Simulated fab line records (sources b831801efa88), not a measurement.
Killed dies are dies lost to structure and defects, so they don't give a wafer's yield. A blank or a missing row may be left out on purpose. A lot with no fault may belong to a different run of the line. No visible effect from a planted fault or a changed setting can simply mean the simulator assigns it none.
fab line records	flow sky130
record: lots: 6	wafers: 18	last_day: 50
route steps=708 shown LOCAL_INTERCONNECT@390 CONTACT@406 PAD_OPEN@708
lots with no fault: from the same line, run without faults
start_h: start of the lot's first displayed wafer, in hours after the record's first day	wait_h: how many hours have passed since the lot's step before this one	" identical to the entry in the row above	L1.1+2: a single row standing in for several wafers	- no value, or no start given	* or withheld: withheld	< > ~ a bound
route shown NAME@n: NAME is a module with steps in the file, n the number in the route of the first one	usual: mean/standard deviation taken from wafers without a fault	same: alike in all rows	chamber/n: place in a boat	sites: the reading at each site	_std_site: the standard deviation of these	_edge_site: mean of outer sites minus mean of inner sites	radius_mm: for every site, how far away it sits from the centre of the wafer	mask NAME#n: copy n	behind: the tool/chamber that last shaped the wafer	hold: why the lot went on hold/how many hours it stayed there/how the hold came to an end	device: the n, p or np transistor that did not switch	end of line: tests run on the same wafers once the route is complete	a step given without rows: its recipe and nothing more	killed: at the first sort, the dies lost to defects and structure; wafer yield is something else	map: the dies of a wafer, with x for killed, . for not killed, _ for no die there
set.NAME: the setting that was run; set.NAME@STEP: the one run at that earlier step	model.NAME: the simulator's own value behind a step, which no gauge read
lots seen at some steps along the route; tables by step, rows by wafer
services: a tool's chamber out of use, with start hour (start_h, from the record's first day; less than 0 if before it), hours out, and reason
== steps ==
step: SKY_LOCAL_INTERCONNECT_DEHYDRATE_03
recipe: temp_c: 200	time_s: 60
step: SKY_LOCAL_INTERCONNECT_HMDS_04
recipe: prime_time_s: 60	prime_temp_c: 120
step: SKY_LOCAL_INTERCONNECT_COAT_05
recipe: resist: BARC	temp_c: withheld	time_s: withheld	spin_rpm: 3000	resist_thk_nm: 60
step: SKY_LOCAL_INTERCONNECT_COAT_06
recipe: resist: KrF-thick	spin_rpm: 3000	resist_thk_nm: 450
step: SKY_LOCAL_INTERCONNECT_SOFTBAKE_07
recipe: temp_c: 100	time_s: 90	resist: KrF-thick
step: SKY_LOCAL_INTERCONNECT_EXPOSE_08
recipe: mask_id: LI1M	na: 0.8	source_shape: annular	sigma_inner: 0.55	sigma_outer: 0.85	target_cd_nm: 170	dose_mj: 28
step: SKY_LOCAL_INTERCONNECT_PEB_09
recipe: peb_temp_c: withheld	peb_time_s: withheld	resist: KrF-thick
step: SKY_LOCAL_INTERCONNECT_DEVELOP_10
recipe: develop_time_s: 60	resist: KrF-thick	dev_temp_c: 21
step: SKY_LOCAL_INTERCONNECT_CD_MEAS_11
recipe: target_cd_nm: 170
usual: cd_nm: 169.9/1.6
lot.wafer	tool	chamber	start_h	wait_h	cd_nm
L498.1	cd_sem-01	-	706.69	-	169.0
L498.3	"	-	"	"	168.3
L498.5	"	-	"	"	168.2
L503.1	cd_sem-01	-	742.24	-	170.1
L503.4	"	-	"	"	169.4
L503.5	"	-	"	"	169.7
L509.1	cd_sem-01	-	796.97	-	170.2
L509.5	"	-	"	"	168.1
L509.6	"	-	"	"	169.6
L515.3	cd_sem-02	-	838.78	-	169.7
L515.4	"	-	"	"	169.2
L515.5	"	-	"	"	170.4
L517.3	cd_sem-02	-	856.92	-	170.2
L517.5	"	-	"	"	169.6
L517.6	"	-	"	"	171.0
L521.1	cd_sem-01	-	883.99	-	170.2
L521.3	"	-	"	"	172.9
L521.4	"	-	"	"	169.9
step: SKY_LOCAL_INTERCONNECT_OVL_MEAS_12
usual: LOCAL_INTERCONNECT_OVL: 3/5.3
lot.wafer	tool	chamber	start_h	wait_h	LOCAL_INTERCONNECT_OVL[nm]
L498.1	overlay-02	-	706.81	0.1	-10
L498.3	"	-	"	"	-7
L498.5	"	-	"	"	-1
L503.1	overlay-01	-	742.36	0.1	2
L503.4	"	-	"	"	9
L503.5	"	-	"	"	4
L509.1	overlay-01	-	797.09	0.1	8
L509.5	"	-	"	"	15
L509.6	"	-	"	"	12
L515.3	overlay-01	-	838.88	0.1	9
L515.4	"	-	"	"	-2
L515.5	"	-	"	"	8
L517.3	overlay-01	-	857.01	0.1	3
L517.5	"	-	"	"	2
L517.6	"	-	"	"	4
L521.1	overlay-01	-	884.11	0.1	-1
L521.3	"	-	"	"	-3
L521.4	"	-	"	"	1
step: SKY_LOCAL_INTERCONNECT_ETCH_13
recipe: chemistry: N2/H2	target: BARC	ion_energy_ev: 200	bias_w: 100	pressure_mtorr: 30	n2_flow_sccm: 100	h2_flow_sccm: 200	icp_w: 500	stop_on: SiO2	time_s: 45.9	target_depth_a: 600
usual: drypump_motor_current_A: 5.5/0.5	oes_product_au: 0.854/0.0048	throttle_valve_pct: 13.225/0.0091
lot.wafer	tool	chamber	start_h	wait_h	drypump_motor_current_A	oes_product_au	rf_hours_counter_h	throttle_valve_pct
L498.1	rie_metal-02	1	706.84	0.0	5.7	0.852	11	13.221
L498.3	"	0	"	"	4.8	0.850	-	13.237
L498.5	"	0	"	"	4.8	0.849	-	13.225
L503.1	rie_metal-03	0	742.40	0.0	6.1	0.848	2	13.235
L503.4	"	0	"	"	6.1	0.861	-	13.226
L503.5	"	0	"	"	6.1	0.853	-	13.235
L509.1	rie_metal-04	1	797.13	0.0	5.8	0.855	14	13.221
L509.5	"	1	"	"	5.8	0.848	-	13.239
L509.6	"	0	"	"	6.0	0.856	-	13.214
L515.3	rie_metal-02	0	838.92	0.0	4.7	0.853	-	13.230
L515.4	"	1	"	"	5.7	0.853	-	13.235
L515.5	"	0	"	"	4.8	0.845	-	13.224
L517.3	rie_metal-02	1	857.05	0.0	5.7	0.857	-	13.215
L517.5	"	0	"	"	4.7	0.855	-	13.215
L517.6	"	1	"	"	5.7	0.840	-	13.231
L521.1	rie_metal-03	1	884.14	0.0	5.0	0.852	6	13.216
L521.3	"	0	"	"	6.1	0.860	-	13.220
L521.4	"	1	"	"	5.0	0.856	-	13.225
step: SKY_LOCAL_INTERCONNECT_METAL_ETCH_14
recipe: target_depth_nm: 110	stop_on: PSG	chemistry: Cl2/BCl3	target: TiN	resist_sidewall_deg: 88	pressure_mtorr: 10	icp_w: 900	bias_w: 48.5	Cl2_flow_sccm: 60	bcl3_flow_sccm: 30	time_s: 31.4
step: SKY_LOCAL_INTERCONNECT_STRIP_15
recipe: chemistry: O2/N2	power_w: 1400	pressure_mtorr: 1500	platen_temp_c: withheld	o2_flow_sccm: 3000	n2_flow_sccm: 300	overash_fraction: 0.5
usual: drypump_motor_current_A: 5.6/0.33	oes_product_au: 0.427/0.0044	strip_time_to_endpoint_s: 4.728/0.021
lot.wafer	tool	chamber	start_h	wait_h	drypump_motor_current_A	oes_product_au	rf_hours_counter_h	strip_time_to_endpoint_s
L498.1	plasma_asher-03	0	706.96	0.0	5.5	0.427	59	4.734
L498.3	"	0	"	"	5.6	0.428	-	4.724
L498.5	"	1	"	"	5.6	0.428	-	4.737
L503.1	plasma_asher-01	0	742.51	0.0	5.0	0.429	32	4.740
L503.4	"	0	"	"	5.0	0.425	-	4.739
L503.5	"	1	"	"	5.9	0.430	-	4.709
L509.1	plasma_asher-01	0	797.25	0.0	5.1	0.420	37	4.735
L509.5	"	0	"	"	5.0	0.428	-	4.736
L509.6	"	1	"	"	5.9	0.421	-	4.701
L515.3	plasma_asher-01	1	839.05	0.1	5.9	0.424	-	4.671
L515.4	"	0	"	"	5.0	0.425	-	4.684
L515.5	"	0	"	"	5.0	0.423	-	4.687
L517.3	plasma_asher-01	1	857.18	0.1	5.9	0.431	-	4.749
L517.5	"	1	"	"	5.9	0.432	-	4.763
L517.6	"	0	"	"	5.0	0.431	-	4.761
L521.1	plasma_asher-03	1	884.26	0.0	5.6	0.422	77	4.741
L521.3	"	0	"	"	5.5	0.430	-	4.727
L521.4	"	1	"	"	5.6	0.430	-	4.720
step: SKY_LOCAL_INTERCONNECT_STRIP_16
recipe: chemistry: post_etch_residue_remover	time_s: 1200	temp_c: 72.5
step: SKY_LOCAL_INTERCONNECT_CLEAN_17
recipe: chemistry: IPA	time_s: 180	temp_c: 25
step: SKY_LOCAL_INTERCONNECT_CLEAN_18
recipe: chemistry: O3/DIW	dry: n2_spin
step: SKY_CONTACT_CVD_00
recipe: material: Si3N4	target_thk_nm: 75	temp_c: 400	time_s: withheld	rf_w: 450
usual: heater_power_w: 732/88
lot.wafer	tool	chamber	start_h	wait_h	heater_power_w
L498.1	pecvd-04	2	707.55	0.0	715
L498.3	"	1	"	"	719
L498.5	"	2	"	"	727
L503.1	pecvd-01	2	743.11	0.0	724
L503.4	"	1	"	"	693
L503.5	"	0	"	"	766
L509.1	pecvd-04	2	797.84	0.0	745
L509.5	"	2	"	"	747
L509.6	"	0	"	"	749
L515.3	pecvd-01	1	839.65	0.0	733
L515.4	"	0	"	"	641
L515.5	"	2	"	"	723
L517.3	pecvd-01	0	857.74	0.0	637
L517.5	"	1	"	"	735
L517.6	"	2	"	"	670
L521.1	pecvd-02	0	884.85	0.0	1012
L521.3	"	1	"	"	796
L521.4	"	0	"	"	952
step: SKY_CONTACT_THK_MEAS_01
recipe: reads: Si3N4_of_CONTACT_CVD_00
usual: CONTACT_CVD_00_THK: 75.2/0.86
lot.wafer	tool	chamber	start_h	wait_h	CONTACT_CVD_00_THK[nm]
L498.1	film_metro-02	-	707.58	-	74.2
L498.3	"	-	"	"	74.5
L498.5	"	-	"	"	76.5
L503.1	film_metro-03	-	743.14	-	74.3
L503.4	"	-	"	"	75.5
L503.5	"	-	"	"	76.1
L509.1	film_metro-01	-	797.88	-	75.8
L509.5	"	-	"	"	76.6
L509.6	"	-	"	"	77.0
L515.3	film_metro-01	-	839.70	-	75.3
L515.4	"	-	"	"	76.9
L515.5	"	-	"	"	76.1
L517.3	film_metro-02	-	857.80	-	74.0
L517.5	"	-	"	"	76.1
L517.6	"	-	"	"	75.5
L521.1	film_metro-02	-	884.89	-	74.7
L521.3	"	-	"	"	74.1
L521.4	"	-	"	"	75.3
step: SKY_CONTACT_HDPCVD_02
recipe: material: SiO2	target_thk_nm: 565	sigma_open_frac: 0.3	time_s: 94.2	temp_c: 600	sih4_flow_sccm: 60	pressure_mtorr: 6
step: SKY_CONTACT_THK_MEAS_03
recipe: reads: SiO2_of_CONTACT_HDPCVD_02
usual: CONTACT_HDPCVD_THK: 566/6.1
lot.wafer	tool	chamber	start_h	wait_h	CONTACT_HDPCVD_THK[nm]
L498.1	film_metro-01	-	707.71	0.0	566
L498.3	"	-	"	"	568
L498.5	"	-	"	"	571
L503.1	film_metro-01	-	743.27	0.0	568
L503.4	"	-	"	"	569
L503.5	"	-	"	"	568
L509.1	film_metro-02	-	798.00	0.0	576
L509.5	"	-	"	"	569
L509.6	"	-	"	"	562
L515.3	film_metro-03	-	839.83	0.1	578
L515.4	"	-	"	"	576
L515.5	"	-	"	"	575
L517.3	film_metro-01	-	857.93	0.1	570
L517.5	"	-	"	"	571
L517.6	"	-	"	"	574
L521.1	film_metro-02	-	885.02	0.0	561
L521.3	"	-	"	"	570
L521.4	"	-	"	"	562
step: SKY_CONTACT_CMP_04
recipe: material: SiO2	down_force_psi: 4	platen_rpm: 60	pad_velocity_m_s: 0.94248
usual: motor_current_A: 12.7/1.2	time_to_endpoint_s: 83/4
lot.wafer	tool	chamber	start_h	wait_h	motor_current_A	time_to_endpoint_s
L498.3	cmp-01	3	707.77	0.0	11.6	88
L498.1	"	0	"	"	13.8	84
L498.5	"	3	"	"	11.3	88
L503.1	cmp-02	1	743.33	0.1	12.8	85
L503.4	"	3	"	"	12.0	80
L503.5	"	1	"	"	12.2	84
L509.1	cmp-02	3	798.21	0.2	11.4	88
L509.5	"	0	"	"	13.6	80
L509.6	"	1	"	"	12.5	84
L515.3	cmp-01	2	840.23	0.4	11.0	91
L515.4	"	0	"	"	13.9	87
L515.5	"	2	"	"	11.1	88
L517.3	cmp-02	0	857.98	0.0	12.7	85
L517.5	"	0	"	"	13.9	80
L517.6	"	1	"	"	11.9	90
L521.3	cmp-02	1	885.08	0.0	11.8	84
L521.1	"	2	"	"	14.6	77
L521.4	"	0	"	"	12.7	77
step: SKY_CONTACT_BOW_MEAS_05
recipe: mode: bow
usual: CONTACT_BOW: 81/6.5
lot.wafer	tool	chamber	start_h	wait_h	CONTACT_BOW[um]
L498.1	film_metro-02	-	708.07	0.2	77
L498.3	"	-	"	"	85
L498.5	"	-	"	"	85
L503.1	film_metro-02	-	743.63	0.2	89
L503.4	"	-	"	"	78
L503.5	"	-	"	"	81
L509.1	film_metro-01	-	798.36	0.1	81
L509.5	"	-	"	"	78
L509.6	"	-	"	"	72
L515.3	film_metro-02	-	840.57	0.3	86
L515.4	"	-	"	"	76
L515.5	"	-	"	"	76
L517.3	film_metro-02	-	858.32	0.3	83
L517.5	"	-	"	"	70
L517.6	"	-	"	"	66
L521.1	film_metro-02	-	885.38	0.2	90
L521.3	"	-	"	"	70
L521.4	"	-	"	"	75
step: SKY_CONTACT_DEHYDRATE_06
recipe: temp_c: 200	time_s: 60
step: SKY_CONTACT_HMDS_07
recipe: prime_time_s: 60	prime_temp_c: 120
step: SKY_CONTACT_COAT_08
recipe: resist: BARC	temp_c: withheld	time_s: withheld	spin_rpm: 3000	resist_thk_nm: 60
step: SKY_CONTACT_COAT_09
recipe: resist: KrF-thick	spin_rpm: 3000	resist_thk_nm: 450
step: SKY_CONTACT_SOFTBAKE_10
recipe: temp_c: 100	time_s: 90	resist: KrF-thick
step: SKY_CONTACT_EXPOSE_11
recipe: mask_id: CTM1	na: 0.8	source_shape: annular	sigma_inner: 0.55	sigma_outer: 0.85	target_cd_nm: 170	dose_mj: 38
step: SKY_CONTACT_PEB_12
recipe: peb_temp_c: withheld	peb_time_s: withheld	resist: KrF-thick
step: SKY_CONTACT_DEVELOP_13
recipe: develop_time_s: 60	resist: KrF-thick	dev_temp_c: 21
step: SKY_CONTACT_CD_MEAS_14
recipe: target_cd_nm: 170
usual: cd_nm: 169.7/1.8
lot.wafer	tool	chamber	start_h	wait_h	cd_nm
L498.1	cd_sem-02	-	735.52	-	168.7
L498.3	"	-	"	"	169.7
L498.5	"	-	"	"	169.3
L503.1	cd_sem-02	-	771.14	-	172.6
L503.4	"	-	"	"	170.4
L503.5	"	-	"	"	170.1
L509.1	cd_sem-01	-	825.33	-	169.6
L509.5	"	-	"	"	169.1
L509.6	"	-	"	"	170.2
L515.3	cd_sem-02	-	866.58	-	168.2
L515.4	"	-	"	"	168.4
L515.5	"	-	"	"	167.3
L517.3	cd_sem-02	-	884.38	-	172.7
L517.5	"	-	"	"	171.5
L517.6	"	-	"	"	171.3
L521.1	cd_sem-02	-	911.13	-	170.7
L521.3	"	-	"	"	172.6
L521.4	"	-	"	"	170.4
step: SKY_CONTACT_OVL_MEAS_15
usual: CONTACT_OVL: 3/5.9
lot.wafer	tool	chamber	start_h	wait_h	CONTACT_OVL[nm]
L498.1	overlay-01	-	735.64	0.1	6
L498.3	"	-	"	"	-3
L498.5	"	-	"	"	2
L503.1	overlay-01	-	771.26	0.1	3
L503.4	"	-	"	"	12
L503.5	"	-	"	"	-3
L509.1	overlay-02	-	825.45	0.1	4
L509.5	"	-	"	"	0
L509.6	"	-	"	"	0
L515.3	overlay-01	-	866.67	0.1	8
L515.4	"	-	"	"	5
L515.5	"	-	"	"	-5
L517.3	overlay-02	-	884.47	0.1	6
L517.5	"	-	"	"	2
L517.6	"	-	"	"	14
L521.1	overlay-01	-	911.25	0.1	4
L521.3	"	-	"	"	2
L521.4	"	-	"	"	9
step: SKY_CONTACT_ETCH_16
recipe: chemistry: N2/H2	target: BARC	ion_energy_ev: 200	source_w: 500	bias_w: 100	pressure_mtorr: 30	n2_flow_sccm: 100	h2_flow_sccm: 200	stop_on: SiO2	time_s: 45.9	target_depth_a: 600
step: SKY_CONTACT_ETCH_17
recipe: target: SiO2	chemistry: C4F8/O2/Ar	stop_on: Si3N4	mask_material: KrF-thick	source_w: 1500	bias_w: 1200	pressure_mtorr: 40	c4f8_flow_sccm: withheld	O2_flow_sccm: 6	Ar_flow_sccm: 300	time_s: withheld	target_depth_a: 3400
usual: oes_product_au: 0.891/0.0051
lot.wafer	tool	chamber	start_h	wait_h	oes_product_au
L498.1	rie_diel-03	2	735.72	0.0	0.892
L498.3	"	3	"	"	0.897
L498.5	"	2	"	"	0.882
L503.1	rie_diel-04	1	771.34	0.0	0.882
L503.4	"	3	"	"	0.892
L503.5	"	0	"	"	0.884
L509.1	rie_diel-01	2	825.52	0.0	0.898
L509.5	"	2	"	"	0.888
L509.6	"	3	"	"	0.891
L515.3	rie_diel-04	3	866.74	0.0	0.893
L515.4	"	1	"	"	0.897
L515.5	"	0	"	"	0.889
L517.3	rie_diel-03	1	884.54	0.0	0.888
L517.5	"	1	"	"	0.896
L517.6	"	0	"	"	0.891
L521.1	rie_diel-01	2	911.33	0.0	0.885
L521.3	"	0	"	"	0.888
L521.4	"	3	"	"	0.895
step: SKY_CONTACT_ETCH_18
recipe: target: Si3N4	chemistry: CHF3/O2	stop_on: TiN	source_w: 600	bias_w: 200	pressure_mtorr: 40	chf3_flow_sccm: 50	O2_flow_sccm: 5	time_s: 39	target_depth_a: 750
step: SKY_CONTACT_STRIP_19
recipe: chemistry: O2/N2	power_w: 1400	pressure_mtorr: 1500	platen_temp_c: withheld	o2_flow_sccm: 3000	n2_flow_sccm: 300	overash_fraction: 0.5
usual: drypump_motor_current_A: 5.9/0.36	oes_product_au: 0.380/0.0047	strip_time_to_endpoint_s: 3.614/0.029
lot.wafer	tool	chamber	start_h	wait_h	drypump_motor_current_A	oes_product_au	rf_hours_counter_h	strip_time_to_endpoint_s
L498.1	plasma_asher-01	0	735.81	-	5.0	0.384	31	3.625
L498.3	"	0	"	"	5.0	0.381	-	3.657
L498.5	"	1	"	"	5.9	0.386	-	3.642
L503.1	plasma_asher-04	0	771.43	-	6.2	0.382	91	3.545
L503.4	"	0	"	"	6.2	0.378	-	3.607
L503.5	"	1	"	"	6.1	0.384	-	3.626
L509.1	plasma_asher-04	0	825.61	-	6.2	0.371	97	3.640
L509.5	"	1	"	"	6.1	0.383	-	3.639
L509.6	"	0	"	"	6.2	0.379	-	3.614
L515.3	plasma_asher-04	1	866.86	-	6.1	0.377	-	3.641
L515.4	"	0	"	"	6.2	0.383	-	3.633
L515.5	"	0	"	"	6.2	0.390	-	3.660
L517.3	plasma_asher-04	1	884.66	-	6.1	0.379	-	3.590
L517.5	"	0	"	"	6.2	0.380	-	3.586
L517.6	"	1	"	"	6.1	0.388	-	3.579
L521.1	plasma_asher-01	0	911.42	-	5.0	0.384	47	3.594
L521.3	"	0	"	"	5.0	0.375	-	3.571
L521.4	"	1	"	"	5.8	0.370	-	3.557
step: SKY_CONTACT_STRIP_20
recipe: chemistry: post_etch_residue_remover	time_s: 1200	temp_c: 72.5
step: SKY_CONTACT_CLEAN_21
recipe: chemistry: IPA	time_s: 180	temp_c: 25
step: SKY_CONTACT_CLEAN_22
recipe: chemistry: O3/DIW	dry: n2_spin
step: SKY_CONTACT_SPUTTER_23
recipe: material: TiN	target_thk_nm: 20	chamber_pressure_pa: 5	power_w: 4000	time_s: 80
step: SKY_CONTACT_CVD_24
recipe: material: W	target_thk_nm: 340	time_s: 102.12	temp_c: 400	pressure_torr: 40
step: SKY_CONTACT_RS_MEAS_25
recipe: thk_meas_gauge: four-point-probe	reads: W_of_CONTACT_CVD_24+TiN_of_CONTACT_SPUTTER_23
usual: CONTACT_W_RS: 0.334/0.005
lot.wafer	tool	chamber	start_h	wait_h	CONTACT_W_RS[ohm/sq]
L498.1	film_metro-02	-	736.58	0.1	0.333
L498.3	"	-	"	"	0.335
L498.5	"	-	"	"	0.336
L503.1	film_metro-01	-	772.23	0.1	0.334
L503.4	"	-	"	"	0.332
L503.5	"	-	"	"	0.334
L509.1	film_metro-02	-	826.38	0.1	0.333
L509.5	"	-	"	"	0.330
L509.6	"	-	"	"	0.333
L515.3	film_metro-02	-	867.67	0.1	0.332
L515.4	"	-	"	"	0.328
L515.5	"	-	"	"	0.333
L517.3	film_metro-01	-	885.47	0.1	0.341
L517.5	"	-	"	"	0.339
L517.6	"	-	"	"	0.339
L521.1	film_metro-03	-	912.19	0.1	0.335
L521.3	"	-	"	"	0.340
L521.4	"	-	"	"	0.340
step: SKY_PAD_OPEN_PROBE_99
usual: killed_at_M0_to_M3: 44/7.2	killed_at_M4_up: 3.5/1.8	killed_at_contacts: 25/5.1	killed_at_front_end: 14/4.4	killed_at_other: 0.4/0.58	killed_dies: 87/9.1	killed_open: 48/6.9	killed_short: 38/6.3
same: gross_dies: 492	killed_at_back_side: 0
lot.wafer	tool	chamber	start_h	wait_h	killed_at_M0_to_M3	killed_at_M4_up	killed_at_contacts	killed_at_front_end	killed_at_other	killed_dies	killed_open	killed_short
L509.5	prober-02	-	1143.35	0.2	58	6	30	11	0	105	54	51
L515.3	prober-02	-	1172.45	0.2	40	5	87	11	0	143	47	38
L515.4	prober-02	-	1172.50	0.2	34	10	30	20	0	94	50	44
L515.5	prober-02	-	1172.55	0.2	41	5	32	14	0	92	51	41
L517.3	prober-02	-	1185.96	0.2	40	0	78	10	0	128	45	26
L517.5	prober-02	-	1186.06	0.2	38	2	86	19	0	145	46	39
killed by level:class
L509.5 LI_CONTACT:geometric_particle:open=13 VIA1:geometric_particle:short=10 VIA2:geometric_particle:open=10 METAL2:geometric_particle:short=8 VIA1:geometric_particle:open=7 VIA3:geometric_particle:open=7 CONTACT:geometric_particle:short=6 CONTACT:geometric_particle:open=6
L515.3 LOCAL_INTERCONNECT:unspecified=57 CONTACT:geometric_particle:open=13 METAL1:geometric_particle:short=9 LI_CONTACT:geometric_particle:open=7 VIA1:geometric_particle:open=7 POLY_GATE:geometric_particle:open=5 CONTACT:geometric_particle:short=5 VIA2:geometric_particle:open=5
L515.4 CONTACT:geometric_particle:open=13 LI_CONTACT:geometric_particle:open=7 METAL2:geometric_particle:short=7 FIELD_ISO:geometric_particle:open=6 METAL4:geometric_particle:short=6 POLY_GATE:geometric_particle:open=5 VIA1:geometric_particle:open=5 VIA1:geometric_particle:short=5
L515.5 CONTACT:geometric_particle:open=10 VIA3:geometric_particle:open=8 LI_CONTACT:geometric_particle:open=6 CONTACT:geometric_particle:short=6 VIA1:geometric_particle:open=6 VIA2:geometric_particle:open=6 METAL1:geometric_particle:short=5 LI_CONTACT:geometric_particle:short=5
L517.3 LOCAL_INTERCONNECT:unspecified=57 CONTACT:geometric_particle:open=9 VIA1:geometric_particle:open=8 VIA2:geometric_particle:open=6 VIA3:geometric_particle:open=5 CONTACT:geometric_particle:short=5 METAL2:geometric_particle:short=5 METAL1:geometric_particle:open=4
L517.5 LOCAL_INTERCONNECT:unspecified=60 VIA2:geometric_particle:open=10 CONTACT:geometric_particle:open=7 LI_CONTACT:geometric_particle:open=7 VIA1:geometric_particle:short=7 FIELD_ISO:geometric_particle:open=6 CONTACT:geometric_particle:short=6 FIELD_ISO:geometric_particle:short=5
map L515.3 (x killed, . not)
__________x..x.x...._________
________...x.........._______
______x................._____
_____x....x.............x____
____.....xx.....x..x..x...___
___x.....x.xx........x.xxx.__
__.........xx..............._
_.......x......x......x.x....
_...xxx..x.xx.....x.x...xxx..
_.x..xxxxxxxx........x.......
_...xxxxxxxx.x..xx..xx.x....x
_.xxxxxxxxxxxx.......x.x.....
_...xxxxxxxx.xx.xx....x...x..
_...xxxxxxxxx................
_.....xxxxxxx...........xx...
__...x..xxx....xx......xx..x_
___x.x.x.x.x...x....x......__
____.........xx.......x..x___
_____.x..xx..x...........____
______..x...x...x..x...._____
________x.xx.........._______
__________.xx.x....._________
map L517.5 (x killed, . not)
__________.....x...._________
________...x..x......._______
______...x...........x.._____
_____..x....x...x........____
____xx.x..............x...___
___.......xxx..x........x..__
__....xx.....x.......x......_
_.xx..x..xx...........xx.....
_....xx.xxxxx..x....xxx......
_..xxxxxxxx.x...........xx...
_...xxxxxxxxxx............xx.
_x..xxxxxxxxxxx...xx...x.....
_x...xxxxxxxx......x..x.x....
_.xxxxxxxxxxx...xx...x.x..x..
_.....xx.xxx.x.......x.......
__.x..x.xxxxxx......xx...xx._
___.x.x.x...x.x........x...__
____..x........x.xx..x....___
_____....x.x...x.......x.____
______..x.....x.x.x....._____
________.......x....x._______
__________.........._________
== services ==
tool	chamber	start_h	hours	kind
rie_metal-03	0	692.33	26.0	repair
rie_metal-02	0	699.43	5.5	repair
cmp-02	-	699.47	4.5	repair
rie_metal-02	1	711.09	6.4	repair
pecvd-01	2	731.97	1.7	repair
plasma_asher-04	-	733.48	4.7	repair
pecvd-04	-	741.90	1.3	repair
pecvd-04	1	745.06	10.4	repair
cmp-02	-	747.81	4.0	pm
cmp-02	-	747.87	26.6	repair
plasma_asher-04	-	766.14	1.2	repair
rie_diel-03	0	768.08	3.9	repair
cmp-01	-	772.10	0.3	repair
rie_diel-03	2	775.10	4.0	repair
rie_diel-03	-	785.58	0.4	repair
cmp-01	-	786.54	1.6	repair
rie_diel-03	3	791.45	4.2	repair
cmp-01	-	794.63	7.9	pm
cmp-02	-	811.84	2.3	repair
cmp-02	-	838.15	7.0	pm
plasma_asher-01	-	858.16	7.7	repair
cmp-02	-	860.16	3.2	pm
pecvd-01	-	875.72	1.3	repair
cmp-02	-	907.59	3.9	repair
== key ==
first_sign: step: SKY_PAD_OPEN_PROBE_99	reading: killed_at_contacts	direction: up	sigmas: 12	usual: 25	struck: 84
effect: step: SKY_PAD_OPEN_PROBE_99	reading: killed_dies	direction: up	sigmas: 5.7	usual: 87	struck: 139
met_at SKY_LOCAL_INTERCONNECT_STRIP_15
struck_wafers L515.3,L517.3,L517.5
tester_left_out L515,L517
onset_between 797.25 839.05
fault: kind: chamber_particle_source	tool: plasma_asher-01	chamber: 1	onset_h: 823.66	steps: SKY_LOCAL_INTERCONNECT_STRIP_15	rate_per_visit_cm2: 1.01	end_h: 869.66
tester_left_out: of these lots the tester's yield and bins aren't shown, on N5 and GAA mostly nor the transistor test; their killed dies are dies lost to structure and defects alone, not to doping, threshold or leakage, so they don't give the yield
